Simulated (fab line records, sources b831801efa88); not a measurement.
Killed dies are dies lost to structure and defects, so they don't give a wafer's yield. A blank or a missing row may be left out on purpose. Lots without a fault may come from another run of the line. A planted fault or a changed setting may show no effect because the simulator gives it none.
fab line records | flow sky130
record lots=5 wafers=15 last_day=50
route steps=708 shown PWDE@50 NWELL@56 VT_ADJUST_HVTP@85 VT_ADJUST_LVTN@97
lots that met no fault: from a run of the same line without faults
start_h: hours from the record's first day to the start of the lot's first wafer shown | wait_h: hours since the lot's step before | " the same as in the row above | L1.1+2: a row that stands for several wafers | - no value, or no start given | * or withheld: withheld | < > ~ a bound
route shown NAME@n: a module of which the file shows steps, and the number in the route of the first | usual: mean/standard deviation of fault-free wafers | same: alike in all rows | chamber/n: place in a boat | sites: the reading at each site | _std_site: their standard deviation | _edge_site: outer sites' mean less inner sites' | radius_mm: how far each site lies from the wafer's centre | mask NAME#n: copy n | behind: the tool/chamber that last shaped the wafer | hold: why the lot was held/for how many hours/how that ended | device: the transistor (n, p or np) that didn't switch | end of line: the same wafers' tests at the end of the route | a step without rows: its recipe alone | killed: dies lost to structure and defects at the first sort, not the wafer's yield | map: a wafer's dies, x killed, . not, _ none there
set.NAME: the setting as run; set.NAME@STEP: as run at that earlier step | model.NAME: the simulator's own value behind a step, which no gauge read
lots at some steps of the route; a table a step, a row a wafer
services: from which hour (start_h, from the record's first day; less than 0 if before it) a tool's chamber was out of use, for how many hours, and why
## steps
# step SKY_PWDE_PEB_05
# recipe temp_c=115 time_s=withheld
# columns lot.wafer tool chamber start_h wait_h
L078.2+5+6 litho_track-03 0 - -
L077.3+5+6 litho_track-02 0 - -
L084.3+5+6 litho_track-03 0 - -
L087.1+2+5 litho_track-02 0 - -
L095.1+2+3 litho_track-04 0 - -
# step SKY_PWDE_DEVELOP_06
# recipe wall_angle_deg=90 developer=TMAH develop_time_s=60 dev_temp_c=23
# columns lot.wafer tool chamber start_h wait_h
L078.2+5+6 litho_track-03 0 - -
L077.3+5+6 litho_track-02 0 - -
L084.3+5+6 litho_track-03 0 - -
L087.1+2+5 litho_track-02 0 - -
L095.1+2+3 litho_track-04 0 - -
# step SKY_PWDE_OVL_MEAS_07
# usual PWDE_OVL=0.9/1.5
# columns lot.wafer tool chamber start_h wait_h PWDE_OVL[nm]
L078.2 overlay-01 - 91.66 - 0.6
L078.5 " - " " 1.2
L078.6 " - " " 3.3
L077.3 overlay-01 - 94.71 - 2.0
L077.5 " - " " -0.2
L077.6 " - " " -0.8
L084.3 overlay-01 - 125.86 - 1.3
L084.5 " - " " 1.5
L084.6 " - " " 2.2
L087.1 overlay-02 - 140.80 - 1.2
L087.2 " - " " 0.5
L087.5 " - " " 1.9
L095.1 overlay-02 - 186.64 - 1.9
L095.2 " - " " 2.1
L095.3 " - " " 1.8
# step SKY_PWDE_IMPLANT_08
# recipe species=B energy_kev=150 dose_cm2=3.6e+12 tilt_deg=withheld
# columns lot.wafer tool chamber start_h wait_h
L078.2+5+6 implanter-04 0 91.71 0.0
L077.3+5+6 implanter-02 0 94.78 0.1
L084.3+5+6 implanter-01 0 125.94 0.1
L087.1+2+5 implanter-02 0 140.83 0.0
L095.1+2+3 implanter-04 0 186.68 0.0
# step SKY_PWDE_STRIP_09
# recipe chemistry=O2/N2 power_w=1400 pressure_mtorr=1500 platen_temp_c=withheld o2_flow_sccm=3000 n2_flow_sccm=300 overash_fraction=0.5
# usual drypump_motor_current_A=5.9/0.49 n2_flow_sccm=299.9/0.81 oes_product_au=0.723/0.0049 strip_time_to_endpoint_s=36.98/0.086
# columns lot.wafer tool chamber start_h wait_h drypump_motor_current_A n2_flow_sccm oes_product_au rf_hours_counter_h strip_time_to_endpoint_s
L078.2 plasma_asher-02 0 91.84 0.1 5.4 299.7 0.724 41 36.85
L078.5 " 0 " " 5.4 300.6 0.726 - 36.94
L078.6 " 1 " " 6.0 299.4 0.725 - 36.97
L077.3 plasma_asher-04 0 94.92 0.1 6.3 299.7 0.717 - 37.01
L077.5 " 1 " " 6.8 300.7 0.724 - 36.95
L077.6 " 0 " " 6.3 300.0 0.722 - 37.00
L084.3 plasma_asher-02 0 126.07 0.1 5.4 299.3 0.714 - 36.98
L084.5 " 0 " " 5.4 299.4 0.726 - 37.10
L084.6 " 1 " " 6.1 299.6 0.718 - 37.09
L087.1 plasma_asher-03 0 140.98 0.1 5.5 299.5 0.724 33 37.01
L087.2 " 1 " " 5.6 299.6 0.720 33 37.04
L087.5 " 0 " " 5.5 300.3 0.728 - 37.10
L095.1 plasma_asher-02 0 186.83 0.1 5.4 299.3 0.723 7 36.96
L095.2 " 1 " " 6.1 300.1 0.722 7 37.01
L095.3 " 1 " " 6.0 300.0 0.719 - 36.93
# step SKY_PWDE_TW_MEAS_10
# usual PWDE_TW=375/3.7
# columns lot.wafer tool chamber start_h wait_h PWDE_TW
L078.2 film_metro-03 - 91.95 0.1 371
L078.5 " - " " 368
L078.6 " - " " 371
L077.3 film_metro-01 - 95.00 0.1 376
L077.5 " - " " 378
L077.6 " - " " 376
L084.3 film_metro-01 - 126.16 0.1 379
L084.5 " - " " 379
L084.6 " - " " 377
L087.1 film_metro-01 - 141.08 0.1 377
L087.2 " - " " 379
L087.5 " - " " 379
L095.1 film_metro-03 - 186.93 0.1 371
L095.2 " - " " 373
L095.3 " - " " 371
# step SKY_NWELL_DEHYDRATE_03
# recipe temp_c=200 time_s=60
# columns lot.wafer tool chamber start_h wait_h
L078.2+5+6 litho_track-03 0 99.82 7.9
L077.3+5+6 litho_track-04 0 103.64 8.6
L084.3+5+6 litho_track-03 0 134.60 8.4
L087.1+2+5 litho_track-04 0 150.04 8.9
L095.1+2+3 litho_track-04 0 196.84 9.9
# step SKY_NWELL_HMDS_04
# recipe prime_time_s=60 prime_temp_c=120
# columns lot.wafer tool chamber start_h wait_h
L078.2+5+6 litho_track-03 0 99.97 0.1
L077.3+5+6 litho_track-04 0 103.79 0.1
L084.3+5+6 litho_track-03 0 134.75 0.1
L087.1+2+5 litho_track-04 0 150.19 0.1
L095.1+2+3 litho_track-04 0 196.99 0.1
# step SKY_NWELL_COAT_05
# recipe spin_rpm=2000 resist_thk_nm=2947
# columns lot.wafer tool chamber start_h wait_h
L078.2+5+6 litho_track-03 0 100.12 0.1
L077.3+5+6 litho_track-04 0 103.94 0.1
L084.3+5+6 litho_track-03 0 134.90 0.1
L087.1+2+5 litho_track-04 0 150.34 0.1
L095.1+2+3 litho_track-04 0 197.14 0.1
# step SKY_NWELL_SOFTBAKE_06
# recipe temp_c=110 time_s=withheld
# columns lot.wafer tool chamber start_h wait_h
L078.2+5+6 litho_track-03 0 100.28 0.1
L077.3+5+6 litho_track-04 0 104.11 0.1
L084.3+5+6 litho_track-03 0 135.07 0.1
L087.1+2+5 litho_track-04 0 150.49 0.1
L095.1+2+3 litho_track-04 0 197.29 0.1
# step SKY_NWELL_EXPOSE_07
# recipe mask_id=NWM na=0.6 source_shape=conventional sigma_outer=0.6 polarization=unpolarized target_cd_nm=840 dose_mj=255
# columns lot.wafer tool chamber start_h wait_h mask
L078.2+5+6 iline_stepper-02 0 - - NWM#0
L077.3+5+6 iline_stepper-01 0 - - NWM#0
L084.3+5+6 iline_stepper-01 0 - - NWM#0
L087.1+2+5 iline_stepper-01 0 - - NWM#0
L095.1+2+3 iline_stepper-02 0 - - NWM#0
# step SKY_NWELL_PEB_08
# recipe temp_c=115 time_s=withheld
# columns lot.wafer tool chamber start_h wait_h
L078.2+5+6 litho_track-04 0 - -
L077.3+5+6 litho_track-01 0 - -
L084.3+5+6 litho_track-03 0 - -
L087.1+2+5 litho_track-03 0 - -
L095.1+2+3 litho_track-04 0 - -
# step SKY_NWELL_DEVELOP_09
# recipe wall_angle_deg=90 developer=TMAH develop_time_s=60 dev_temp_c=23
# columns lot.wafer tool chamber start_h wait_h
L078.2+5+6 litho_track-04 0 - -
L077.3+5+6 litho_track-01 0 - -
L084.3+5+6 litho_track-03 0 - -
L087.1+2+5 litho_track-03 0 - -
L095.1+2+3 litho_track-04 0 - -
# step SKY_NWELL_OVL_MEAS_10
# usual NWELL_00_OVL=-0.7/1.4
# columns lot.wafer tool chamber start_h wait_h NWELL_00_OVL[nm]
L078.2 overlay-02 - 109.45 - -0.8
L078.5 " - " " -0.4
L078.6 " - " " 0.3
L077.3 overlay-02 - 113.07 - 1.1
L077.5 " - " " -0.3
L077.6 " - " " -1.2
L084.3 overlay-01 - 144.76 - -3.6
L084.5 " - " " -0.2
L084.6 " - " " -1.9
L087.1 overlay-01 - 161.40 - -1.0
L087.2 " - " " 0.1
L087.5 " - " " -2.1
L095.1 overlay-01 - 208.24 - -0.3
L095.2 " - " " -0.6
L095.3 " - " " -1.1
# step SKY_NWELL_IMPLANT_11
# recipe species=P energy_kev=400 dose_cm2=1.9e+13 tilt_deg=withheld
# columns lot.wafer tool chamber start_h wait_h
L078.2+5+6 implanter-02 0 109.50 0.0
L077.3+5+6 implanter-03 0 113.14 0.1
L084.3+5+6 implanter-02 0 144.84 0.1
L087.1+2+5 implanter-02 0 161.44 0.0
L095.1+2+3 implanter-02 0 208.28 0.0
# step SKY_NWELL_IMPLANT_12
# recipe species=P energy_kev=120 dose_cm2=1.3e+12 tilt_deg=withheld
# columns lot.wafer tool chamber start_h wait_h
L078.2+5+6 implanter-02 0 109.65 0.1
L077.3+5+6 implanter-03 0 113.29 0.1
L084.3+5+6 implanter-02 0 144.99 0.1
L087.1+2+5 implanter-02 0 161.59 0.1
L095.1+2+3 implanter-02 0 208.43 0.1
# step SKY_NWELL_IMPLANT_13
# recipe species=P energy_kev=50 dose_cm2=7e+11 tilt_deg=withheld
# columns lot.wafer tool chamber start_h wait_h
L078.2+5+6 implanter-02 0 109.80 0.1
L077.3+5+6 implanter-03 0 113.44 0.1
L084.3+5+6 implanter-02 0 145.14 0.1
L087.1+2+5 implanter-02 0 161.74 0.1
L095.1+2+3 implanter-02 0 208.58 0.1
# step SKY_NWELL_STRIP_14
# recipe chemistry=O2/N2 power_w=1400 pressure_mtorr=1500 platen_temp_c=withheld o2_flow_sccm=3000 n2_flow_sccm=300 overash_fraction=0.5
# usual drypump_motor_current_A=6.1/0.48 n2_flow_sccm=299.9/0.82 oes_product_au=0.722/0.0046 strip_time_to_endpoint_s=36.31/0.1
# columns lot.wafer tool chamber start_h wait_h drypump_motor_current_A n2_flow_sccm oes_product_au rf_hours_counter_h strip_time_to_endpoint_s
L078.2 plasma_asher-04 1 109.93 0.1 6.8 299.9 0.713 41 36.33
L078.5 " 1 " " 6.8 300.6 0.722 - 36.45
L078.6 " 0 " " 6.3 299.1 0.719 - 36.32
L077.3 plasma_asher-01 0 113.57 0.1 5.6 300.1 0.718 - 36.54
L077.5 " 0 " " 5.7 300.5 0.719 - 36.58
L077.6 " 1 " " 6.3 299.2 0.725 - 36.50
L084.3 plasma_asher-01 0 145.27 0.1 5.7 299.7 0.727 - 36.38
L084.5 " 1 " " 6.3 301.5 0.718 - 36.36
L084.6 " 0 " " 5.7 300.2 0.724 - 36.36
L087.1 plasma_asher-03 1 161.89 0.1 5.5 301.1 0.723 35 36.24
L087.2 " 0 " " 5.4 299.6 0.727 35 36.19
L087.5 " 1 " " 5.5 300.5 0.729 - 36.34
L095.1 plasma_asher-03 1 208.73 0.1 5.6 300.0 0.718 39 36.34
L095.2 " 0 " " 5.5 299.5 0.724 39 36.28
L095.3 " 0 " " 5.5 299.8 0.719 - 36.43
# step SKY_NWELL_TW_MEAS_15
# usual NWELL_TW=1841/13
# columns lot.wafer tool chamber start_h wait_h NWELL_TW
L078.2 film_metro-01 - 110.04 0.1 1836
L078.5 " - " " 1834
L078.6 " - " " 1835
L077.3 film_metro-01 - 113.66 0.1 1832
L077.5 " - " " 1833
L077.6 " - " " 1836
L084.3 film_metro-02 - 145.36 0.1 1845
L084.5 " - " " 1830
L084.6 " - " " 1841
L087.1 film_metro-01 - 161.99 0.1 1835
L087.2 " - " " 1832
L087.5 " - " " 1830
L095.1 film_metro-02 - 208.83 0.1 1836
L095.2 " - " " 1834
L095.3 " - " " 1841
# step SKY_NWELL_DEHYDRATE_16
# recipe temp_c=200 time_s=60
# columns lot.wafer tool chamber start_h wait_h
L078.2+5+6 litho_track-04 0 119.37 9.3
L077.3+5+6 litho_track-03 0 122.95 9.3
L084.3+5+6 litho_track-04 0 154.34 9.0
L087.1+2+5 litho_track-03 0 171.40 9.4
L095.1+2+3 litho_track-04 0 219.19 10.4
# step SKY_NWELL_HMDS_17
# recipe prime_time_s=60 prime_temp_c=120
# columns lot.wafer tool chamber start_h wait_h
L078.2+5+6 litho_track-04 0 119.52 0.1
L077.3+5+6 litho_track-03 0 123.10 0.1
L084.3+5+6 litho_track-04 0 154.49 0.1
L087.1+2+5 litho_track-03 0 171.55 0.1
L095.1+2+3 litho_track-04 0 219.34 0.1
# step SKY_NWELL_COAT_18
# recipe spin_rpm=2000 resist_thk_nm=3000
# columns lot.wafer tool chamber start_h wait_h
L078.2+5+6 litho_track-04 0 119.67 0.1
L077.3+5+6 litho_track-03 0 123.25 0.1
L084.3+5+6 litho_track-04 0 154.64 0.1
L087.1+2+5 litho_track-03 0 171.70 0.1
L095.1+2+3 litho_track-04 0 219.49 0.1
# step SKY_NWELL_SOFTBAKE_19
# recipe temp_c=110 time_s=withheld
# columns lot.wafer tool chamber start_h wait_h
L078.2+5+6 litho_track-04 0 119.82 0.1
L077.3+5+6 litho_track-03 0 123.42 0.1
L084.3+5+6 litho_track-04 0 154.81 0.1
L087.1+2+5 litho_track-03 0 171.85 0.1
L095.1+2+3 litho_track-04 0 219.64 0.1
# step SKY_NWELL_EXPOSE_20
# recipe mask_id=NWM_COMPLEMENT na=0.6 source_shape=conventional sigma_outer=0.6 polarization=unpolarized target_cd_nm=840 dose_mj=260
# columns lot.wafer tool chamber start_h wait_h mask
L078.2+5+6 iline_stepper-01 0 - - NWM_COMPLEMENT#0
L077.3+5+6 iline_stepper-01 0 - - NWM_COMPLEMENT#0
L084.3+5+6 iline_stepper-02 0 - - NWM_COMPLEMENT#0
L087.1+2+5 iline_stepper-02 0 - - NWM_COMPLEMENT#0
L095.1+2+3 iline_stepper-01 0 - - NWM_COMPLEMENT#0
# step SKY_NWELL_PEB_21
# recipe temp_c=115 time_s=withheld
# columns lot.wafer tool chamber start_h wait_h
L078.2+5+6 litho_track-04 0 - -
L077.3+5+6 litho_track-01 0 - -
L084.3+5+6 litho_track-01 0 - -
L087.1+2+5 litho_track-01 0 - -
L095.1+2+3 litho_track-04 0 - -
# step SKY_NWELL_DEVELOP_22
# recipe wall_angle_deg=90 developer=TMAH develop_time_s=60 dev_temp_c=23
# columns lot.wafer tool chamber start_h wait_h
L078.2+5+6 litho_track-04 0 - -
L077.3+5+6 litho_track-01 0 - -
L084.3+5+6 litho_track-01 0 - -
L087.1+2+5 litho_track-01 0 - -
L095.1+2+3 litho_track-04 0 - -
# step SKY_NWELL_OVL_MEAS_23
# usual NWELL_01_OVL=1.0/1.3
# columns lot.wafer tool chamber start_h wait_h NWELL_01_OVL[nm]
L078.2 overlay-02 - 129.25 - 0.4
L078.5 " - " " 2.5
L078.6 " - " " 0.0
L077.3 overlay-01 - 132.67 - 0.8
L077.5 " - " " 1.2
L077.6 " - " " 0.3
L084.3 overlay-02 - 165.42 - 2.0
L084.5 " - " " 2.7
L084.6 " - " " 2.7
L087.1 overlay-01 - 182.60 - 1.4
L087.2 " - " " 1.5
L087.5 " - " " 1.6
L095.1 overlay-01 - 230.94 - 3.2
L095.2 " - " " 1.2
L095.3 " - " " -1.3
# step SKY_NWELL_IMPLANT_24
# recipe species=B energy_kev=140 dose_cm2=9.2e+12 tilt_deg=withheld
# columns lot.wafer tool chamber start_h wait_h
L078.2+5+6 implanter-01 0 129.30 0.0
L077.3+5+6 implanter-01 0 132.74 0.1
L084.3+5+6 implanter-02 0 165.49 0.1
L087.1+2+5 implanter-02 0 182.70 0.1
L095.1+2+3 implanter-02 0 230.98 0.0
# step SKY_NWELL_STRIP_25
# recipe chemistry=O2/N2 power_w=1400 pressure_mtorr=1500 platen_temp_c=withheld o2_flow_sccm=3000 n2_flow_sccm=300 overash_fraction=0.5
# usual drypump_motor_current_A=6.0/0.49 n2_flow_sccm=300.0/0.94 oes_product_au=0.722/0.0048 strip_time_to_endpoint_s=36.93/0.11
# columns lot.wafer tool chamber start_h wait_h drypump_motor_current_A n2_flow_sccm oes_product_au rf_hours_counter_h strip_time_to_endpoint_s
L078.2 plasma_asher-01 0 129.43 0.1 5.7 300.8 0.715 46 36.95
L078.5 " 1 " " 6.3 300.8 0.724 - 37.01
L078.6 " 0 " " 5.7 299.3 0.726 - 37.04
L077.3 plasma_asher-01 1 132.87 0.1 6.3 300.7 0.721 - 36.77
L077.5 " 1 " " 6.3 300.1 0.724 - 36.84
L077.6 " 0 " " 5.7 299.4 0.730 - 36.87
L084.3 plasma_asher-01 0 165.62 0.1 5.7 301.0 0.722 - 37.20
L084.5 " 0 " " 5.7 301.2 0.721 - 37.03
L084.6 " 1 " " 6.3 301.1 0.726 - 37.11
L087.1 plasma_asher-04 1 182.85 0.1 6.8 300.7 0.726 49 36.94
L087.2 " 0 " " 6.3 299.3 0.722 49 36.90
L087.5 " 0 " " 6.3 298.8 0.718 - 36.91
L095.1 plasma_asher-04 0 231.13 0.1 6.3 301.2 0.720 54 36.92
L095.2 " 1 " " 6.8 299.3 0.722 54 36.90
L095.3 " 1 " " 6.8 299.9 0.721 - 36.82
# step SKY_NWELL_TW_MEAS_26
# usual NWELL_2_TW=499/5.5
# columns lot.wafer tool chamber start_h wait_h NWELL_2_TW
L078.2 film_metro-03 - 129.54 0.1 493
L078.5 " - " " 495
L078.6 " - " " 496
L077.3 film_metro-03 - 133.35 0.4 495
L077.5 " - " " 494
L077.6 " - " " 497
L084.3 film_metro-03 - 165.71 0.1 492
L084.5 " - " " 495
L084.6 " - " " 493
L087.1 film_metro-02 - 182.95 0.1 511
L087.2 " - " " 510
L087.5 " - " " 512
L095.1 film_metro-03 - 231.23 0.1 496
L095.2 " - " " 497
L095.3 " - " " 494
# step SKY_NWELL_CLEAN_27
# recipe chemistry=SC1/SC2 mix=1:4:20 temp_c=70 time_s=150 dry=n2_spin
# columns lot.wafer tool chamber start_h wait_h
L078.2+5+6 wet_bench-04 3 129.59 0.0
L077.3+5+6 wet_bench-02 2 133.39 0.0
L084.3+5+6 wet_bench-04 1 165.75 0.0
L087.1+2+5 wet_bench-01 2 183.01 0.1
L095.1+2+3 wet_bench-02 3 231.29 0.1
# step SKY_NWELL_RTA_28
# recipe temp_c=1050 time_s=30 idle_temp_c=650 ramp_up_c_per_s=150 ramp_down_c_per_s=90 ambient=N2
# usual lamp_power_pct=25.30/0.058 wafer_temp_C_max=1054.8/0.93
# columns lot.wafer tool chamber start_h wait_h lamp_power_pct wafer_temp_C_max
L078.2 rtp_anneal-02 0 129.65 0.0 25.40 1054.1
L078.5 " 0 " " 25.23 1055.2
L078.6 " 0 " " 25.26 1055.5
L077.3 rtp_anneal-01 0 133.47 0.0 25.27 1053.9
L077.5 " 0 " " 25.35 1054.4
L077.6 " 0 " " 25.10 1055.0
L084.3 rtp_anneal-01 0 165.83 0.0 25.36 1056.5
L084.5 " 0 " " 25.45 1054.6
L084.6 " 0 " " 25.32 1055.3
L087.1 rtp_anneal-02 0 183.06 0.0 25.32 1054.9
L087.2 " 0 " " 25.28 1056.6
L087.5 " 0 " " 25.25 1054.5
L095.1 rtp_anneal-02 0 231.34 0.0 25.31 1055.1
L095.2 " 0 " " 25.23 1054.4
L095.3 " 0 " " 25.32 1056.4
# step SKY_NWELL_RS_MEAS_29
# recipe thk_meas_gauge=four-point-probe
# usual NWELL_RS=624.4/1.6
# columns lot.wafer tool chamber start_h wait_h NWELL_RS[ohm/sq]
L078.2 film_metro-03 - 129.76 0.1 620.1
L078.5 " - " " 621.4
L078.6 " - " " 620.3
L077.3 film_metro-03 - 133.73 0.2 621.2
L077.5 " - " " 622.4
L077.6 " - " " 622.8
L084.3 film_metro-02 - 165.94 0.1 624.0
L084.5 " - " " 623.4
L084.6 " - " " 624.7
L087.1 film_metro-03 - 183.16 0.1 622.8
L087.2 " - " " 623.2
L087.5 " - " " 623.7
L095.1 film_metro-03 - 231.44 0.1 627.8
L095.2 " - " " 628.8
L095.3 " - " " 628.3
# step SKY_NWELL_RS_MEAS_31
# recipe thk_meas_gauge=four-point-probe
# usual PWDE_RS=5272/18
# columns lot.wafer tool chamber start_h wait_h PWDE_RS[ohm/sq]
L078.2 film_metro-03 - 130.00 0.1 5262
L078.5 " - " " 5264
L078.6 " - " " 5260
L077.3 film_metro-03 - 133.97 0.1 5296
L077.5 " - " " 5276
L077.6 " - " " 5295
L084.3 film_metro-02 - 166.18 0.1 5295
L084.5 " - " " 5275
L084.6 " - " " 5268
L087.1 film_metro-03 - 183.40 0.1 5266
L087.2 " - " " 5243
L087.5 " - " " 5256
L095.1 film_metro-03 - 231.68 0.1 5259
L095.2 " - " " 5263
L095.3 " - " " 5283
# step SKY_VT_ADJUST_HVTP_DEHYDRATE_00
# recipe temp_c=200 time_s=60
# columns lot.wafer tool chamber start_h wait_h
L078.2+5+6 litho_track-01 0 139.73 9.7
L077.3+5+6 litho_track-04 0 143.04 9.1
L084.3+5+6 litho_track-01 0 175.90 9.7
L087.1+2+5 litho_track-01 0 193.55 10.1
L095.1+2+3 litho_track-01 0 242.85 11.2
# step SKY_VT_ADJUST_HVTP_HMDS_01
# recipe prime_time_s=60 prime_temp_c=120
# columns lot.wafer tool chamber start_h wait_h
L078.2+5+6 litho_track-01 0 139.88 0.1
L077.3+5+6 litho_track-04 0 143.19 0.1
L084.3+5+6 litho_track-01 0 176.05 0.1
L087.1+2+5 litho_track-01 0 193.70 0.1
L095.1+2+3 litho_track-01 0 243.00 0.1
# step SKY_VT_ADJUST_HVTP_COAT_02
# recipe resist=NOVOLAK spin_rpm=3000 resist_thk_nm=1140
# columns lot.wafer tool chamber start_h wait_h
L078.2+5+6 litho_track-01 0 140.03 0.1
L077.3+5+6 litho_track-04 0 143.34 0.1
L084.3+5+6 litho_track-01 0 176.20 0.1
L087.1+2+5 litho_track-01 0 193.85 0.1
L095.1+2+3 litho_track-01 0 243.15 0.1
# step SKY_VT_ADJUST_HVTP_SOFTBAKE_03
# recipe temp_c=90 time_s=60 resist=NOVOLAK
# columns lot.wafer tool chamber start_h wait_h
L078.2+5+6 litho_track-01 0 140.18 0.1
L077.3+5+6 litho_track-04 0 143.49 0.1
L084.3+5+6 litho_track-01 0 176.35 0.1
L087.1+2+5 litho_track-01 0 194.00 0.1
L095.1+2+3 litho_track-01 0 243.30 0.1
# step SKY_VT_ADJUST_HVTP_EXPOSE_04
# recipe mask_id=HVTPM na=0.6 source_shape=conventional sigma_outer=0.6 polarization=unpolarized target_cd_nm=380 dose_mj=140
# columns lot.wafer tool chamber start_h wait_h mask
L078.2+5+6 iline_stepper-02 0 - - HVTPM#0
L077.3+5+6 iline_stepper-02 0 - - HVTPM#0
L084.3+5+6 iline_stepper-01 0 - - HVTPM#0
L087.1+2+5 iline_stepper-02 0 - - HVTPM#0
L095.1+2+3 iline_stepper-02 0 - - HVTPM#0
# step SKY_VT_ADJUST_HVTP_PEB_05
# recipe temp_c=withheld time_s=* resist=NOVOLAK
# columns lot.wafer tool chamber start_h wait_h
L078.2+5+6 litho_track-01 0 - -
L077.3+5+6 litho_track-02 0 - -
L084.3+5+6 litho_track-04 0 - -
L087.1+2+5 litho_track-02 0 - -
L095.1+2+3 litho_track-01 0 - -
# step SKY_VT_ADJUST_HVTP_DEVELOP_06
# recipe resist=NOVOLAK developer=TMAH develop_time_s=60 dev_temp_c=22.5
# columns lot.wafer tool chamber start_h wait_h
L078.2+5+6 litho_track-01 0 149.38 0.1
L077.3+5+6 litho_track-02 0 153.15 0.1
L084.3+5+6 litho_track-04 0 186.84 0.1
L087.1+2+5 litho_track-02 0 204.80 0.1
L095.1+2+3 litho_track-01 0 255.80 0.1
# step SKY_VT_ADJUST_HVTP_CD_MEAS_07
# recipe target_cd_nm=380
# usual cd_nm=380.0/2.5
# columns lot.wafer tool chamber start_h wait_h cd_nm
L078.2 cd_sem-01 - 149.52 0.1 383.0
L078.5 " - " " 387.6
L078.6 " - " " 386.4
L077.3 cd_sem-01 - 153.29 0.1 378.5
L077.5 " - " " 380.8
L077.6 " - " " 379.9
L084.3 cd_sem-02 - 186.98 0.1 380.7
L084.5 " - " " 383.4
L084.6 " - " " 381.7
L087.1 cd_sem-02 - 204.95 0.1 380.6
L087.2 " - " " 382.1
L087.5 " - " " 383.7
L095.1 cd_sem-01 - 255.95 0.1 379.2
L095.2 " - " " 380.0
L095.3 " - " " 379.3
# step SKY_VT_ADJUST_HVTP_OVL_MEAS_08
# usual VT_ADJUST_HVTP_OVL=0.7/1.4
# columns lot.wafer tool chamber start_h wait_h VT_ADJUST_HVTP_OVL[nm]
L078.2 overlay-02 - 149.63 0.1 1.0
L078.5 " - " " 0.8
L078.6 " - " " -1.5
L077.3 overlay-01 - 153.38 0.1 -2.0
L077.5 " - " " -0.7
L077.6 " - " " 1.1
L084.3 overlay-01 - 187.07 0.1 1.1
L084.5 " - " " 0.0
L084.6 " - " " 1.9
L087.1 overlay-01 - 205.07 0.1 -0.8
L087.2 " - " " -1.4
L087.5 " - " " -2.5
L095.1 overlay-01 - 256.07 0.1 -0.6
L095.2 " - " " 2.5
L095.3 " - " " -0.4
# step SKY_VT_ADJUST_HVTP_IMPLANT_09
# recipe species=As energy_kev=150 dose_cm2=4.3e+12 tilt_deg=withheld
# columns lot.wafer tool chamber start_h wait_h
L078.2+5+6 implanter-01 0 149.69 0.0
L077.3+5+6 implanter-01 0 153.45 0.1
L084.3+5+6 implanter-03 0 187.15 0.1
L087.1+2+5 implanter-03 0 205.10 0.0
L095.1+2+3 implanter-03 0 256.11 0.0
# step SKY_VT_ADJUST_HVTP_STRIP_10
# recipe chemistry=O2/N2 power_w=1400 pressure_mtorr=1500 platen_temp_c=withheld o2_flow_sccm=3000 n2_flow_sccm=300 overash_fraction=0.5
# usual drypump_motor_current_A=6.2/0.44 n2_flow_sccm=299.8/0.9 oes_product_au=0.716/0.0044 strip_time_to_endpoint_s=14.17/0.035
# columns lot.wafer tool chamber start_h wait_h drypump_motor_current_A n2_flow_sccm oes_product_au rf_hours_counter_h strip_time_to_endpoint_s
L078.2 plasma_asher-01 0 149.81 0.1 5.7 299.9 0.718 48 14.12
L078.5 " 1 " " 6.3 297.9 0.719 - 14.11
L078.6 " 0 " " 5.7 299.2 0.711 - 14.13
L077.3 plasma_asher-04 0 153.59 0.1 6.3 299.3 0.711 - 14.22
L077.5 " 1 " " 6.8 298.4 0.716 - 14.22
L077.6 " 0 " " 6.3 300.0 0.714 - 14.21
L084.3 plasma_asher-04 1 187.28 0.1 6.8 299.1 0.713 - 14.18
L084.5 " 0 " " 6.3 300.1 0.706 - 14.13
L084.6 " 1 " " 6.8 300.4 0.713 - 14.13
L087.1 plasma_asher-04 0 205.25 0.1 6.3 300.2 0.716 51 14.12
L087.2 " 1 " " 6.8 299.9 0.719 51 14.16
L087.5 " 1 " " 6.8 300.2 0.715 - 14.14
L095.1 plasma_asher-01 1 256.26 0.1 6.3 298.4 0.719 59 14.18
L095.2 " 0 " " 5.7 300.1 0.719 59 14.17
L095.3 " 0 " " 5.7 299.6 0.717 - 14.17
# step SKY_VT_ADJUST_HVTP_TW_MEAS_11
# usual VT_ADJUST_HVTP_TW=1359/20
# columns lot.wafer tool chamber start_h wait_h VT_ADJUST_HVTP_TW
L078.2 film_metro-01 - 149.92 0.1 1368
L078.5 " - " " 1360
L078.6 " - " " 1367
L077.3 film_metro-02 - 153.67 0.1 1366
L077.5 " - " " 1377
L077.6 " - " " 1376
L084.3 film_metro-02 - 187.37 0.1 1387
L084.5 " - " " 1390
L084.6 " - " " 1385
L087.1 film_metro-02 - 205.35 0.1 1378
L087.2 " - " " 1376
L087.5 " - " " 1373
L095.1 film_metro-02 - 256.36 0.1 1368
L095.2 " - " " 1372
L095.3 " - " " 1379
# step SKY_VT_ADJUST_LVTN_DEHYDRATE_00
# recipe temp_c=200 time_s=60
# columns lot.wafer tool chamber start_h wait_h
L078.2+5+6 litho_track-01 0 159.93 10.0
L077.3+5+6 litho_track-02 0 163.50 9.8
L084.3+5+6 litho_track-02 0 197.20 9.8
L087.1+2+5 litho_track-02 0 215.75 10.4
L095.1+2+3 litho_track-01 0 268.25 11.9
# step SKY_VT_ADJUST_LVTN_HMDS_01
# recipe prime_time_s=60 prime_temp_c=120
# columns lot.wafer tool chamber start_h wait_h
L078.2+5+6 litho_track-01 0 160.08 0.1
L077.3+5+6 litho_track-02 0 163.65 0.1
L084.3+5+6 litho_track-02 0 197.35 0.1
L087.1+2+5 litho_track-02 0 215.90 0.1
L095.1+2+3 litho_track-01 0 268.40 0.1
# step SKY_VT_ADJUST_LVTN_COAT_02
# recipe spin_rpm=2000 resist_thk_nm=3000
# columns lot.wafer tool chamber start_h wait_h
L078.2+5+6 litho_track-01 0 160.23 0.1
L077.3+5+6 litho_track-02 0 163.80 0.1
L084.3+5+6 litho_track-02 0 197.50 0.1
L087.1+2+5 litho_track-02 0 216.05 0.1
L095.1+2+3 litho_track-01 0 268.55 0.1
## services
# columns tool chamber start_h hours kind
implanter-03 - 76.26 2.3 repair
implanter-03 - 80.33 4.4 pm
implanter-01 - 93.72 4.5 repair
implanter-04 - 97.65 6.3 pm
implanter-01 - 104.60 4.7 pm
implanter-04 - 105.54 13.3 repair
plasma_asher-02 - 108.75 9.0 pm
plasma_asher-02 - 110.40 1.7 repair
implanter-02 - 115.66 1.8 repair
plasma_asher-01 - 146.01 2.8 pm
implanter-01 - 158.23 47.0 repair
plasma_asher-01 - 161.33 1.3 repair
implanter-03 - 161.96 5.5 repair
implanter-03 - 170.29 3.8 repair
plasma_asher-03 - 180.65 11.5 repair
iline_stepper-01 - 189.03 28.9 pm
plasma_asher-02 - 203.30 2.8 pm
implanter-01 - 215.53 1.8 repair
iline_stepper-02 - 217.92 1.7 pm
implanter-03 - 226.43 4.3 repair
implanter-01 - 231.69 3.5 repair
plasma_asher-03 - 236.19 1.2 repair
implanter-04 - 241.55 2.2 repair
implanter-04 - 252.06 2.3 repair
## key
fault none
